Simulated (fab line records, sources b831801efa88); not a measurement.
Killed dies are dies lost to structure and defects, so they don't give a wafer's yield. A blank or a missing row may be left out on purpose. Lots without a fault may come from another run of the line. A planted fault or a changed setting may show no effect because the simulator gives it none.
Which tool did it? | flow sky130 | 6 lots, 18 wafers sampled, at 3 steps of a route of 708

WHAT THE GAUGES READ, wafer by wafer
SKY_VT_ADJUST_NCORE_TW_MEAS_11.
lot  | measured     | on            | VT_ADJUST_NCORE_TW
L310 | day 8 23:33  | film_metro-02 | 219.2 219.2 218.8
L312 | day 9 12:53  | film_metro-03 | 217.4 217.6 216.9
L315 | day 10 09:49 | film_metro-03 | 218.9 217.5 218.9
L317 | day 10 23:52 | film_metro-04 | 220.7 220.8 221.2
L320 | day 11 20:41 | film_metro-03 | 216.3 216.9 218.3
L326 | day 13 15:36 | film_metro-02 | 220.5 219.5 220.8

WHICH TOOL RAN EACH LOT (tool, then ch and the chambers of the sampled wafers, then the start)
lot  | SKY_FIELD_ISO_ETCH_14             | SKY_NWELL_IMPLANT_24
L310 | rie_diel-02 ch 0,2, day 2 10:20   | implanter-03 ch 0, day 5 15:19
L312 | rie_diel-03 ch 0,1,2, day 2 20:14 | implanter-02 ch 0, day 6 03:35
L315 | rie_diel-02 ch 0,1,3, day 3 14:29 | implanter-04 ch 0, day 6 20:04
L317 | rie_diel-02 ch 1,3, day 4 00:17   | implanter-03 ch 0, day 7 07:59
L320 | rie_diel-02 ch 0,1,2, day 4 14:11 | implanter-04 ch 0, day 8 00:55
L326 | rie_diel-02 ch 0,1,3, day 5 20:47 | implanter-02 ch 0, day 9 14:26
- SKY_FIELD_ISO_ETCH_14: etches BARC in N2/H2, stops on SiO2, time 45.9 s, target depth 60 nm.
- SKY_NWELL_IMPLANT_24

THE ANSWER, worked out from the rows above alone
Rule: what is usual is taken from the lots themselves. Put in order of their means at a reading, lots are off if they are a third of the lots or fewer, leave a main group of 4 or more, and stand apart from it by a gap of 3 or more times the standard deviation of the main group's means; of several such gaps the widest counts. A main group whose means are all the same, to the digits that the tables above print for the reading, isn't used. A lot without any number at a reading at which 4 lots or more have one is off too. The other lots that the step has rows for count as sound.
No lot is off at any reading shown: from this, nothing can be told.

WHAT THE SIMULATOR HAD PUT IN
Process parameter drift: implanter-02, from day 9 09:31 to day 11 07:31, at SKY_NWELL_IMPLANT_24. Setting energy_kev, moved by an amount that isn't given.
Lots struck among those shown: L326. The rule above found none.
